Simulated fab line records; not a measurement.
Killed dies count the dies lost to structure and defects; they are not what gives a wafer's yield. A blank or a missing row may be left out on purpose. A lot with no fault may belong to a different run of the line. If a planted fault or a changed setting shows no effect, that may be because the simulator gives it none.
fab line records + flow sfq-line
record
- lots=6
- wafers=18
- last-day=85
route steps=325 shown I2@107 M3@118
lots that met no fault: taken from a fault-free run of the same line
start-h: the number of hours between the record's first day and the start of the first shown wafer of the lot + wait-h: hours elapsed since this lot's preceding step + " repeats the value in the row above + L1.1+2: a row that stands for several wafers + - value missing, or start not given + * or withheld: withheld + < > ~ a bound
route shown NAME@n: a module of which the file shows steps, and the number in the route of the first + usual: mean/standard deviation taken from wafers without a fault + same: alike in all rows + chamber/n: place in a boat + sites: the reading at each site + _std_site: the standard deviation of these + _edge_site: inner sites' mean taken away from outer sites' mean + radius-mm: how far each site lies from the wafer's centre + mask NAME#n: copy n + behind: tool/chamber where the wafer was last shaped + hold: the reason the lot was held/the length of the hold in hours/how it ended + device: the n, p or np transistor that did not switch + end of line: at the end of the route, the tests of the same wafers + for a step that has no rows: nothing shown but its recipe + killed: dies that structure and defects cost at the first sort, which is not the same as the wafer's yield + map: shows each die of a wafer: x if killed, . if not, _ if none is there
set.NAME: the setting that was run; set.NAME@STEP: the one run at that earlier step + model.NAME: the simulator's own value behind a step, which no gauge read
lots seen at some steps along the route; tables by step, rows by wafer
services: a tool's chamber out of use, with start hour (start-h, from the record's first day; less than 0 if before it), hours out, and reason
## steps
# step SFQ_TRILAYER_I2_VIA_LITHO_COAT_072
# recipe
- resist=BARC
- spin-rpm=3000
- resist-thk-nm=62
# step SFQ_TRILAYER_I2_VIA_LITHO_COAT_067
# recipe
- resist=KrF
- spin-rpm=3000
- resist-thk-nm=650
# step SFQ_TRILAYER_I2_VIA_LITHO_SOFTBAKE_071
# recipe
- temp-c=withheld
- time-s=withheld
- resist=KrF
# step SFQ_TRILAYER_I2_VIA_LITHO_EXPOSE_068
# recipe
- mask-id=I2
- na=0.6
- source-shape=conventional
- sigma-outer=0.65
- target-cd-nm=500
- dose-mj=21.3
# step SFQ_TRILAYER_I2_VIA_LITHO_PEB_070
# recipe
- peb-temp-c=115
- peb-time-s=60
- resist=KrF
# step SFQ_TRILAYER_I2_VIA_LITHO_DEVELOP_069
# recipe
- time-s=60
- resist=KrF
# step SFQ_I2_OVL_MEAS_918
# usual
- I2_OVL=-3/5.6
| lot.wafer | tool       | chamber | start-h | wait-h | I2_OVL[nm] |
|-----------|------------|---------|---------|--------|------------|
| L157.1    | overlay-02 | -       | 886.40  | 0.1    | 0          |
| L157.2    | "          | -       | "       | "      | -5         |
| L157.6    | "          | -       | "       | "      | -1         |
| L159.1    | overlay-02 | -       | 908.00  | 0.1    | -1         |
| L159.3    | "          | -       | "       | "      | -11        |
| L159.4    | "          | -       | "       | "      | -8         |
| L161.1    | overlay-02 | -       | 922.40  | 0.1    | -6         |
| L161.3    | "          | -       | "       | "      | -10        |
| L161.5    | "          | -       | "       | "      | -5         |
| L168.3    | overlay-01 | -       | 962.41  | 0.1    | -13        |
| L168.5    | "          | -       | "       | "      | -8         |
| L168.6    | "          | -       | "       | "      | -3         |
| L177.4    | overlay-01 | -       | 1173.15 | 0.1    | -1         |
| L177.5    | "          | -       | "       | "      | -1         |
| L177.6    | "          | -       | "       | "      | -6         |
| L178.1    | overlay-01 | -       | 1184.75 | 0.1    | -2         |
| L178.3    | "          | -       | "       | "      | 1          |
| L178.4    | "          | -       | "       | "      | -3         |
# step SFQ_TRILAYER_I2_VIA_BARC_OPEN_VIA_ETCH_096
# recipe
- mask-material=PR
- chemistry=O2
- target-depth-nm=125
- target=BARC
- source-w=500
- bias-w=80
- pressure-mtorr=30
- time-s=41.7
# usual
- drypump-motor-current-A=5.9/0.52
- oes-product-au=0.685/0.005
| lot.wafer | tool        | chamber | start-h | wait-h | drypump-motor-current-A | oes-product-au | rf-hours-counter-h |
|-----------|-------------|---------|---------|--------|-------------------------|----------------|--------------------|
| L157.1    | rie-diel-01 | 3       | 886.44  | 0.0    | 5.4                     | 0.683          | 8                  |
| L157.2    | "           | 0       | "       | "      | 5.6                     | 0.683          | 6                  |
| L157.6    | "           | 1       | "       | "      | 5.2                     | 0.683          | -                  |
| L159.1    | rie-diel-01 | 1       | 908.04  | 0.0    | 5.2                     | 0.683          | 17                 |
| L159.3    | "           | 0       | "       | "      | 5.6                     | 0.686          | 7                  |
| L159.4    | "           | 2       | "       | "      | 6.4                     | 0.690          | 11                 |
| L161.1    | rie-diel-02 | 3       | 922.44  | 0.0    | 5.1                     | 0.683          | 18                 |
| L161.3    | "           | 1       | "       | "      | 5.9                     | 0.679          | 8                  |
| L161.5    | "           | 1       | "       | "      | 5.9                     | 0.690          | -                  |
| L168.3    | rie-diel-03 | 3       | 962.43  | 0.0    | 6.2                     | 0.694          | 7                  |
| L168.5    | "           | 0       | "       | "      | 6.8                     | 0.687          | -                  |
| L168.6    | "           | 1       | "       | "      | 6.1                     | 0.688          | -                  |
| L177.4    | rie-diel-02 | 3       | 1173.17 | 0.0    | 5.1                     | 0.687          | 1                  |
| L177.5    | "           | 1       | "       | "      | 5.9                     | 0.688          | -                  |
| L177.6    | "           | 2       | "       | "      | 6.5                     | 0.689          | -                  |
| L178.1    | rie-diel-03 | 3       | 1184.79 | 0.0    | 6.2                     | 0.685          | 10                 |
| L178.3    | "           | 1       | "       | "      | 6.1                     | 0.685          | 17                 |
| L178.4    | "           | 2       | "       | "      | 6.3                     | 0.680          | 12                 |
# step SFQ_TRILAYER_I2_VIA_ETCH_VIA_ETCH_070
# recipe
- target=SiO2
- stop-on=Nb
- mask-material=PR
- taper-deg=20
- chemistry=CHF3
- target-depth-nm=260
- source-w=500
- bias-w=80
- pressure-mtorr=30
- time-s=withheld
# usual
- drypump-motor-current-A=5.9/0.52
- oes-product-au=0.854/0.0051
| lot.wafer | tool        | chamber | start-h | wait-h | drypump-motor-current-A | oes-product-au |
|-----------|-------------|---------|---------|--------|-------------------------|----------------|
| L157.1    | rie-diel-01 | 3       | 886.48  | 0.0    | 5.4                     | 0.853          |
| L157.2    | "           | 0       | "       | "      | 5.6                     | 0.848          |
| L157.6    | "           | 1       | "       | "      | 5.2                     | 0.851          |
| L159.1    | rie-diel-01 | 1       | 908.08  | 0.0    | 5.2                     | 0.849          |
| L159.3    | "           | 0       | "       | "      | 5.6                     | 0.850          |
| L159.4    | "           | 2       | "       | "      | 6.4                     | 0.853          |
| L161.1    | rie-diel-02 | 3       | 922.48  | 0.0    | 5.1                     | 0.853          |
| L161.3    | "           | 1       | "       | "      | 5.9                     | 0.857          |
| L161.5    | "           | 1       | "       | "      | 5.9                     | 0.858          |
| L168.3    | rie-diel-03 | 3       | 962.47  | 0.0    | 6.2                     | 0.863          |
| L168.5    | "           | 0       | "       | "      | 6.8                     | 0.854          |
| L168.6    | "           | 1       | "       | "      | 6.2                     | 0.847          |
| L177.4    | rie-diel-02 | 3       | 1173.20 | 0.0    | 5.1                     | 0.852          |
| L177.5    | "           | 1       | "       | "      | 5.8                     | 0.850          |
| L177.6    | "           | 2       | "       | "      | 6.5                     | 0.855          |
| L178.1    | rie-diel-03 | 3       | 1184.83 | 0.0    | 6.2                     | 0.853          |
| L178.3    | "           | 1       | "       | "      | 6.2                     | 0.855          |
| L178.4    | "           | 2       | "       | "      | 6.2                     | 0.851          |
# step SFQ_TRILAYER_I2_VIA_STRIP_STRIP_071
# recipe
- gas=O2
- power-w=200
- platen-temp-c=40
- overash-fraction=0.65
- chemistry=O2
- pressure-mtorr=50
# usual
- drypump-motor-current-A=5.9/0.38
- oes-product-au=0.998/0.0075
| lot.wafer | tool         | chamber | start-h | wait-h | drypump-motor-current-A | oes-product-au | rf-hours-counter-h |
|-----------|--------------|---------|---------|--------|-------------------------|----------------|--------------------|
| L157.1    | rie-metal-02 | 0       | 886.59  | -      | 5.6                     | 0.988          | 62                 |
| L157.2    | "            | 1       | "       | "      | 6.5                     | 0.988          | 87                 |
| L157.6    | "            | 0       | "       | "      | 5.6                     | 0.997          | -                  |
| L159.1    | rie-metal-01 | 1       | 908.19  | -      | 6.0                     | 1.004          | 126                |
| L159.3    | "            | 1       | "       | "      | 5.9                     | 1.002          | -                  |
| L159.4    | "            | 0       | "       | "      | 5.6                     | 0.999          | -                  |
| L161.1    | rie-metal-02 | 0       | 922.59  | -      | 5.6                     | 0.994          | 66                 |
| L161.3    | "            | 0       | "       | "      | 5.6                     | 0.995          | -                  |
| L161.5    | "            | 0       | "       | "      | 5.6                     | 0.999          | -                  |
| L168.3    | rie-metal-02 | 1       | 962.78  | -      | 6.5                     | 1.007          | -                  |
| L168.5    | "            | 0       | "       | "      | 5.6                     | 1.000          | -                  |
| L168.6    | "            | 1       | "       | "      | 6.5                     | 0.994          | -                  |
| L177.4    | rie-metal-02 | 0       | 1173.52 | -      | 5.6                     | 0.994          | -                  |
| L177.5    | "            | 1       | "       | "      | 6.5                     | 0.998          | -                  |
| L177.6    | "            | 0       | "       | "      | 5.6                     | 1.004          | -                  |
| L178.1    | rie-metal-02 | 1       | 1184.94 | -      | 6.5                     | 1.006          | 136                |
| L178.3    | "            | 1       | "       | "      | 6.5                     | 1.004          | -                  |
| L178.4    | "            | 0       | "       | "      | 5.6                     | 0.988          | -                  |
# step SFQ_TRILAYER_I2_VIA_STRIP_SOLV_CLEAN_072
# recipe
- chemistry=NMP
- temp-c=70
- time-s=600
# step SFQ_TRILAYER_M3_DEP_PRE_CLEAN_074
# recipe
- gas=Ar
- time-s=22.5
- bias-v=250
# step SFQ_TRILAYER_M3_DEP_SPUTTER_073
# recipe
- material=Nb
- base-pressure-pa=1.33e-06
- chamber-pressure-pa=0.1333
- substrate-temp-c=20
- resputter-cathode-voltage-v=400
- target-thk-nm=200
- power-w=2000
- time-s=133.3
# usual
- throttle-valve-pct=30.0/0.85
| lot.wafer | tool           | chamber | start-h | wait-h | throttle-valve-pct | model.Nb_of_TRILAYER_M3_DEP_SPUTTER_073.thk-nm |
|-----------|----------------|---------|---------|--------|--------------------|------------------------------------------------|
| L157.1    | pvd-sputter-03 | -       | 887.40  | 0.0    | 31.0               | 200.9                                          |
| L157.2    | "              | -       | "       | "      | 29.9               | 203.4                                          |
| L157.6    | "              | -       | "       | "      | 31.4               | 200.2                                          |
| L159.1    | pvd-sputter-05 | -       | 909.00  | 0.0    | 29.5               | 202                                            |
| L159.3    | "              | -       | "       | "      | 29.4               | 200.9                                          |
| L159.4    | "              | -       | "       | "      | 31.6               | 202.8                                          |
| L161.1    | pvd-sputter-05 | -       | 923.40  | 0.0    | 29.8               | 201                                            |
| L161.3    | "              | -       | "       | "      | 29.8               | 199.5                                          |
| L161.5    | "              | -       | "       | "      | 31.6               | 202.9                                          |
| L168.3    | pvd-sputter-03 | -       | 963.39  | 0.0    | 29.9               | 201                                            |
| L168.5    | "              | -       | "       | "      | 29.2               | 203.6                                          |
| L168.6    | "              | -       | "       | "      | 29.6               | 200.4                                          |
| L177.4    | pvd-sputter-03 | -       | 1174.14 | 0.0    | 31.1               | 202.7                                          |
| L177.5    | "              | -       | "       | "      | 29.4               | 200.7                                          |
| L177.6    | "              | -       | "       | "      | 29.0               | 206.2                                          |
| L178.1    | pvd-sputter-03 | -       | 1185.78 | 0.0    | 28.9               | 209                                            |
| L178.3    | "              | -       | "       | "      | 29.4               | 202.6                                          |
| L178.4    | "              | -       | "       | "      | 31.0               | 203.6                                          |
# step SFQ_M3_RS_MEAS_919
# recipe
- thk-meas-gauge=four-point-probe
- reads=Nb_of_TRILAYER_M3_DEP_SPUTTER_073
# usual
- M3_NB_RS=0.885/0.011
| lot.wafer | tool          | chamber | start-h | wait-h | M3_NB_RS[ohm/sq] |
|-----------|---------------|---------|---------|--------|------------------|
| L157.1    | film-metro-04 | -       | 887.49  | 0.0    | 0.887            |
| L157.2    | "             | -       | "       | "      | 0.874            |
| L157.6    | "             | -       | "       | "      | 0.890            |
| L159.1    | film-metro-04 | -       | 909.09  | 0.0    | 0.881            |
| L159.3    | "             | -       | "       | "      | 0.886            |
| L159.4    | "             | -       | "       | "      | 0.877            |
| L161.1    | film-metro-03 | -       | 923.49  | 0.0    | 0.886            |
| L161.3    | "             | -       | "       | "      | 0.894            |
| L161.5    | "             | -       | "       | "      | 0.879            |
| L168.3    | film-metro-01 | -       | 963.52  | 0.1    | 0.887            |
| L168.5    | "             | -       | "       | "      | 0.874            |
| L168.6    | "             | -       | "       | "      | 0.889            |
| L177.4    | film-metro-03 | -       | 1174.29 | 0.1    | 0.878            |
| L177.5    | "             | -       | "       | "      | 0.887            |
| L177.6    | "             | -       | "       | "      | 0.864            |
| L178.1    | film-metro-03 | -       | 1185.87 | 0.0    | 0.851            |
| L178.3    | "             | -       | "       | "      | 0.879            |
| L178.4    | "             | -       | "       | "      | 0.873            |
# step SFQ_TRILAYER_M3_LITHO_COAT_080
# recipe
- resist=BARC
- spin-rpm=3000
- resist-thk-nm=62
# step SFQ_TRILAYER_M3_LITHO_COAT_075
# recipe
- resist=KrF
- spin-rpm=3000
- resist-thk-nm=600
# step SFQ_TRILAYER_M3_LITHO_SOFTBAKE_079
# recipe
- temp-c=withheld
- time-s=withheld
- resist=KrF
# step SFQ_TRILAYER_M3_LITHO_EXPOSE_076
# recipe
- mask-id=M3
- na=0.6
- source-shape=conventional
- sigma-outer=0.65
- target-cd-nm=500
- dose-mj=14.4
# step SFQ_TRILAYER_M3_LITHO_PEB_078
# recipe
- peb-temp-c=115
- peb-time-s=60
- resist=KrF
# step SFQ_TRILAYER_M3_LITHO_DEVELOP_077
# recipe
- time-s=60
- resist=KrF
# step SFQ_M3_OVL_MEAS_921
# usual
- M3_OVL=-4/6.3
| lot.wafer | tool       | chamber | start-h | wait-h | M3_OVL[nm] |
|-----------|------------|---------|---------|--------|------------|
| L157.1    | overlay-01 | -       | 891.37  | 0.1    | -5         |
| L157.2    | "          | -       | "       | "      | -7         |
| L157.6    | "          | -       | "       | "      | -1         |
| L159.1    | overlay-02 | -       | 911.70  | 0.1    | -15        |
| L159.3    | "          | -       | "       | "      | -16        |
| L159.4    | "          | -       | "       | "      | -11        |
| L161.1    | overlay-01 | -       | 929.93  | 0.1    | -5         |
| L161.3    | "          | -       | "       | "      | -8         |
| L161.5    | "          | -       | "       | "      | -3         |
| L168.3    | overlay-02 | -       | 1107.61 | 0.1    | 5          |
| L168.5    | "          | -       | "       | "      | -4         |
| L168.6    | "          | -       | "       | "      | -4         |
| L177.4    | overlay-02 | -       | 1291.69 | 0.1    | -7         |
| L177.5    | "          | -       | "       | "      | -7         |
| L177.6    | "          | -       | "       | "      | -7         |
| L178.1    | overlay-01 | -       | 1307.27 | 0.1    | -12        |
| L178.3    | "          | -       | "       | "      | -8         |
| L178.4    | "          | -       | "       | "      | -7         |
# step SFQ_TRILAYER_M3_BARC_OPEN_METAL_ETCH_100
# recipe
- mask-material=PR
- chemistry=O2
- target-depth-nm=125
- target=BARC
- icp-w=600
- bias-w=80
- pressure-mtorr=10
- time-s=41.7
# usual
- drypump-motor-current-A=5.8/0.39
- oes-product-au=0.685/0.0046
| lot.wafer | tool         | chamber | start-h | wait-h | drypump-motor-current-A | oes-product-au | rf-hours-counter-h |
|-----------|--------------|---------|---------|--------|-------------------------|----------------|--------------------|
| L157.1    | rie-metal-03 | 1       | 891.40  | 0.0    | 6.1                     | 0.690          | 74                 |
| L157.2    | "            | 0       | "       | "      | 5.6                     | 0.684          | 95                 |
| L157.6    | "            | 0       | "       | "      | 5.6                     | 0.683          | -                  |
| L159.1    | rie-metal-02 | 1       | 911.74  | 0.0    | 6.5                     | 0.676          | 89                 |
| L159.3    | "            | 1       | "       | "      | 6.5                     | 0.689          | -                  |
| L159.4    | "            | 0       | "       | "      | 5.6                     | 0.683          | -                  |
| L161.1    | rie-metal-04 | 1       | 929.96  | 0.0    | 5.3                     | 0.687          | 63                 |
| L161.3    | "            | 1       | "       | "      | 5.3                     | 0.689          | -                  |
| L161.5    | "            | 1       | "       | "      | 5.3                     | 0.688          | -                  |
| L168.3    | rie-metal-03 | 1       | 1107.65 | 0.0    | 6.1                     | 0.685          | -                  |
| L168.5    | "            | 1       | "       | "      | 6.1                     | 0.693          | -                  |
| L168.6    | "            | 0       | "       | "      | 5.6                     | 0.684          | -                  |
| L177.4    | rie-metal-04 | 0       | 1291.73 | 0.0    | 5.9                     | 0.676          | -                  |
| L177.5    | "            | 0       | "       | "      | 5.9                     | 0.688          | -                  |
| L177.6    | "            | 1       | "       | "      | 5.4                     | 0.681          | -                  |
| L178.1    | rie-metal-02 | 0       | 1307.31 | 0.0    | 5.6                     | 0.680          | 131                |
| L178.3    | "            | 1       | "       | "      | 6.5                     | 0.681          | -                  |
| L178.4    | "            | 0       | "       | "      | 5.6                     | 0.682          | -                  |
# step SFQ_TRILAYER_M3_ETCH_METAL_ETCH_078
# recipe
- target=Nb
- stop-on=SiO2
- mask-material=PR
- chemistry=Cl2/Ar
- target-depth-nm=240
- icp-w=600
- bias-w=80
- pressure-mtorr=10
- time-s=120
# usual
- drypump-motor-current-A=5.8/0.38
- oes-product-au=0.898/0.0075
| lot.wafer | tool         | chamber | start-h | wait-h | drypump-motor-current-A | oes-product-au | rf-hours-counter-h | model.M3.feature-depth-nm | model.etch.depth-nm |
|-----------|--------------|---------|---------|--------|-------------------------|----------------|--------------------|---------------------------|---------------------|
| L157.1    | rie-metal-03 | 1       | 891.46  | 0.0    | 6.1                     | 0.907          | 74                 | 200.9                     | 200.9               |
| L157.2    | "            | 0       | "       | "      | 5.6                     | 0.908          | 95                 | 203.4                     | 203.4               |
| L157.6    | "            | 0       | "       | "      | 5.6                     | 0.893          | -                  | 200.2                     | 200.2               |
| L159.1    | rie-metal-02 | 1       | 911.80  | 0.0    | 6.5                     | 0.907          | 89                 | 202                       | 202                 |
| L159.3    | "            | 1       | "       | "      | 6.5                     | 0.893          | -                  | 200.9                     | 200.9               |
| L159.4    | "            | 0       | "       | "      | 5.6                     | 0.906          | -                  | 202.8                     | 202.8               |
| L161.1    | rie-metal-04 | 1       | 930.02  | 0.0    | 5.4                     | 0.896          | 63                 | 201                       | 201                 |
| L161.3    | "            | 1       | "       | "      | 5.3                     | 0.890          | -                  | 199.5                     | 199.5               |
| L161.5    | "            | 1       | "       | "      | 5.3                     | 0.899          | -                  | 202.9                     | 202.9               |
| L168.3    | rie-metal-03 | 1       | 1107.73 | 0.1    | 6.1                     | 0.896          | -                  | 201                       | 201                 |
| L168.5    | "            | 1       | "       | "      | 6.1                     | 0.902          | -                  | 203.6                     | 203.6               |
| L168.6    | "            | 0       | "       | "      | 5.6                     | 0.893          | -                  | 200.4                     | 200.4               |
| L177.4    | rie-metal-04 | 0       | 1291.81 | 0.1    | 5.9                     | 0.907          | -                  | 202.7                     | 202.7               |
| L177.5    | "            | 0       | "       | "      | 5.9                     | 0.890          | -                  | 200.7                     | 200.7               |
| L177.6    | "            | 1       | "       | "      | 5.3                     | 0.912          | -                  | 206.2                     | 206.2               |
| L178.1    | rie-metal-02 | 0       | 1307.37 | 0.0    | 5.6                     | 0.918          | 131                | 209                       | 209                 |
| L178.3    | "            | 1       | "       | "      | 6.5                     | 0.901          | -                  | 202.6                     | 202.6               |
| L178.4    | "            | 0       | "       | "      | 5.6                     | 0.896          | -                  | 203.6                     | 203.6               |
# step SFQ_TRILAYER_M3_STRIP_STRIP_079
# recipe
- gas=O2
- power-w=200
- platen-temp-c=40
- overash-fraction=0.65
- chemistry=O2
- pressure-mtorr=50
# usual
- drypump-motor-current-A=5.8/0.38
- oes-product-au=0.999/0.0079
| lot.wafer | tool         | chamber | start-h | wait-h | drypump-motor-current-A | oes-product-au | rf-hours-counter-h |
|-----------|--------------|---------|---------|--------|-------------------------|----------------|--------------------|
| L157.1    | rie-metal-03 | 1       | 891.59  | 0.1    | 6.1                     | 1.007          | 75                 |
| L157.2    | "            | 0       | "       | "      | 5.6                     | 0.997          | 95                 |
| L157.6    | "            | 0       | "       | "      | 5.6                     | 0.997          | -                  |
| L159.1    | rie-metal-02 | 1       | 911.92  | 0.1    | 6.5                     | 1.007          | 89                 |
| L159.3    | "            | 1       | "       | "      | 6.5                     | 1.000          | -                  |
| L159.4    | "            | 0       | "       | "      | 5.6                     | 0.999          | -                  |
| L161.1    | rie-metal-04 | 1       | 930.15  | 0.1    | 5.4                     | 1.011          | 63                 |
| L161.3    | "            | 1       | "       | "      | 5.4                     | 1.001          | -                  |
| L161.5    | "            | 1       | "       | "      | 5.3                     | 0.997          | -                  |
| L168.3    | rie-metal-03 | 1       | 1108.02 | 0.2    | 6.1                     | 1.002          | -                  |
| L168.5    | "            | 1       | "       | "      | 6.1                     | 1.000          | -                  |
| L168.6    | "            | 0       | "       | "      | 5.5                     | 0.997          | -                  |
| L177.4    | rie-metal-04 | 0       | 1292.09 | 0.2    | 5.9                     | 0.994          | -                  |
| L177.5    | "            | 0       | "       | "      | 5.9                     | 0.987          | -                  |
| L177.6    | "            | 1       | "       | "      | 5.4                     | 0.981          | -                  |
| L178.1    | rie-metal-02 | 0       | 1307.49 | 0.1    | 5.6                     | 0.995          | 131                |
| L178.3    | "            | 1       | "       | "      | 6.5                     | 1.004          | -                  |
| L178.4    | "            | 0       | "       | "      | 5.6                     | 0.988          | -                  |
## services
| tool           | chamber | start-h | hours | kind   |
|----------------|---------|---------|-------|--------|
| rie-diel-03    | 0       | 863.50  | 4.7   | repair |
| pvd-sputter-03 | -       | 873.18  | 2.1   | repair |
| rie-diel-01    | 1       | 873.81  | 7.0   | repair |
| rie-diel-03    | 2       | 884.29  | 9.3   | repair |
| rie-metal-02   | -       | 891.60  | 14.6  | pm     |
| rie-diel-03    | 0       | 909.68  | 5.5   | repair |
| rie-metal-02   | 0       | 930.69  | 5.6   | repair |
| rie-metal-04   | -       | 934.25  | 4.0   | pm     |
| rie-metal-04   | 0       | 945.85  | 133.0 | repair |
| rie-diel-02    | 1       | 946.14  | 8.3   | repair |
| rie-diel-03    | 2       | 953.57  | 8.0   | repair |
| rie-metal-04   | -       | 979.66  | 28.1  | pm     |
| rie-metal-03   | -       | 994.66  | 2.8   | pm     |
| rie-diel-01    | 3       | 998.70  | 2.5   | repair |
| rie-metal-03   | 0       | 1009.15 | 10.0  | repair |
| rie-diel-01    | 1       | 1018.26 | 1.7   | repair |
| rie-diel-01    | 2       | 1020.11 | 1.8   | repair |
| rie-metal-04   | 1       | 1036.43 | 8.0   | repair |
| rie-metal-02   | 0       | 1038.25 | 2.3   | repair |
| rie-metal-04   | -       | 1090.39 | 2.8   | pm     |
| rie-metal-04   | -       | 1154.38 | 1.1   | repair |
| rie-metal-02   | -       | 1165.26 | 0.6   | repair |
| rie-metal-04   | -       | 1192.87 | 0.3   | repair |
| rie-metal-02   | -       | 1282.96 | 0.4   | repair |
## key
first-sign none at tools or gauges
model-effect
- step=SFQ_TRILAYER_M3_DEP_SPUTTER_073
- value=Nb_of_TRILAYER_M3_DEP_SPUTTER_073.thk-nm
- without=203.9
- struck=207.6
model-effect
- step=SFQ_TRILAYER_M3_ETCH_METAL_ETCH_078
- value=M3.feature-depth-nm
- without=203.9
- struck=207.6
met-at SFQ_TRILAYER_M3_DEP_SPUTTER_073
struck-wafers L177.6,L178.1
onset-between 963.39 1174.14
fault
- kind=process-parameter-drift
- tool=pvd-sputter-03
- chamber=-
- onset-h=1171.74
- steps=SFQ_TRILAYER_M3_DEP_SPUTTER_073
- channel=target-thk-nm
- offset=3.7335
- shape=step
- end-h=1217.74
- acts-in=these-recipes-only
- stated=200
- scope=struck-wafers-only
